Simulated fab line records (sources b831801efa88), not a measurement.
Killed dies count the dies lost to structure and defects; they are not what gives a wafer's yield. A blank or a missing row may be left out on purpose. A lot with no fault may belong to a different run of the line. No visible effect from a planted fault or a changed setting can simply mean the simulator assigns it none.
A struck lot beside a sound one || flow sky130 || 23 out of 708 route steps
Sound: wafers L565.2, L565.3, L565.4. Struck: wafers L569.2, L569.4, L569.6. The cause is given at the end.
Order at every step that has rows: each side's tool, ch and its chambers, its first start. Under that, the readings that differ: sound wafers || struck wafers || difference of the means || sigmas: that difference in standard deviations of wafers without a fault.
alike: readings whose means differ by less than 2 such deviations, and words and numbers that are the same on both sides. not compared: withheld readings, readings that some wafer has no value for, bounds like >300 that may hide the same value, and numbers for which the record gives no deviation and whose values overlap.
A row with sigmas, a row that says differs or no value, or rows on one side alone: a step with any of these is where the two part. Non-overlapping numbers with no deviation appear without sigmas and do not part them. A reading missing from all wafers of one side parts the sides only when that side holds two or more wafers.

first, 5 steps without rows for these wafers: SKY_POLY_CUT_COAT_03 (resist thk 450 nm); SKY_POLY_CUT_SOFTBAKE_04 (time 90 s); SKY_POLY_CUT_EXPOSE_05 (exposes mask NPCM, target cd 270 nm); SKY_POLY_CUT_PEB_06; SKY_POLY_CUT_DEVELOP_07 (develop time 60 s).
SKY_POLY_CUT_CD_MEAS_08: the cd target is 270 nm.
  sound on cd-sem-02, day 24 21:41; struck on cd-sem-01, day 26 06:51
  alike: cd-nm
SKY_POLY_CUT_OVL_MEAS_09:
  sound on overlay-02, day 24 21:47; struck on overlay-01, day 26 06:57
  alike: POLY_CUT_OVL
SKY_POLY_CUT_ETCH_10: etches BARC in N2/H2, stops on SiO2, time 45.9 s, target depth 60 nm.
  sound on rie-diel-01 ch 0,1,3, day 24 21:49; struck on rie-diel-01 ch 0,1,2, day 26 06:59
  alike: drypump-motor-current-A, oes-product-au, throttle-valve-pct
  not compared: rf-hours-counter-h
SKY_POLY_CUT_ETCH_11: etches Si3N4 in CF4/CH2F2/Ar, stops on poly-Si, time 42.5 s, target depth 60 nm.
  sound on rie-diel-01 ch 0,1,3, day 24 21:52; struck on rie-diel-01 ch 0,1,2, day 26 07:02
{"reading": "oes-product-au (a.u.)", "sound": "0.831 0.825 0.821", "struck": "0.841 0.843 0.841", "difference": "+0.016", "sigmas": "+2"}
  alike: drypump-motor-current-A, throttle-valve-pct
  not compared: rf-hours-counter-h
SKY_POLY_CUT_STRIP_12: strips in O2/N2.
  sound on plasma-asher-01 ch 0,1, day 24 21:54; struck on plasma-asher-03 ch 0,1, day 26 07:04
  alike: drypump-motor-current-A, oes-product-au, strip-time-to-endpoint-s
  not compared: rf-hours-counter-h
then, 2 steps without rows for these wafers: SKY_SD_P_DEHYDRATE_00 (time 60 s); SKY_SD_P_HMDS_01 (prime time 60 s).
SKY_SD_P_COAT_02: resist thk 1140 nm.
  sound on litho-track-01 ch 0, day 25 13:24; struck on litho-track-02 ch 0, day 26 20:56
{"reading": "model.NOVOLAK_of_SD_P_COAT_02.thk-nm (nm)", "sound": "1142 1143 1145", "struck": "1180 1176 1178", "difference": "+35", "sigmas": ""}
  alike: exhaust-pa, resist-line-temp-C
then, 3 steps without rows for these wafers: SKY_SD_P_SOFTBAKE_03 (time 60 s); SKY_SD_P_EXPOSE_04 (exposes mask PSDM, target cd 380 nm); SKY_SD_P_PEB_05.
SKY_SD_P_DEVELOP_06: develop time 60 s.
  sound on litho-track-01 ch 0, day 26 04:36; struck on litho-track-03 ch 0, day 27 11:27
{"reading": "model.NOVOLAK_of_SD_P_COAT_02.thk-nm (nm)", "sound": "1142 1142 1145", "struck": "1179 1175 1177", "difference": "+34", "sigmas": ""}
  alike: exhaust-pa, resist-line-temp-C
SKY_SD_P_CD_MEAS_07: the cd target is 380 nm.
  sound on cd-sem-01, day 26 04:45; struck on cd-sem-01, day 27 11:36
  alike: cd-nm
SKY_SD_P_OVL_MEAS_08:
  sound on overlay-01, day 26 04:51; struck on overlay-02, day 27 11:43
  alike: SD_P_OVL
following that, these wafers have no rows for 1 step: SKY_SD_P_IMPLANT_09.
SKY_SD_P_STRIP_10: strips in O2/N2.
  sound on plasma-asher-02 ch 0,1, day 26 05:02; struck on plasma-asher-02 ch 0,1, day 27 11:53
{"reading": "strip-time-to-endpoint-s (s)", "sound": "17.53 17.53 17.56", "struck": "17.93 17.89 17.89", "difference": "+0.36", "sigmas": "+9"}
  alike: drypump-motor-current-A, oes-product-au
  not compared: rf-hours-counter-h
SKY_SD_P_TW_MEAS_11:
  sound on film-metro-01, day 26 05:08; struck on film-metro-03, day 27 12:00
  alike: SD_P_TW
SKY_PAD_OPEN_PROBE_99:
  rows exist in the record for the sound wafers here (prober-02, day 46 06:38), none for the struck ones

== WHERE THEY PART ==
First at SKY_POLY_CUT_ETCH_11; last, within this record, at SKY_PAD_OPEN_PROBE_99.

WHY: the cause the simulator had injected
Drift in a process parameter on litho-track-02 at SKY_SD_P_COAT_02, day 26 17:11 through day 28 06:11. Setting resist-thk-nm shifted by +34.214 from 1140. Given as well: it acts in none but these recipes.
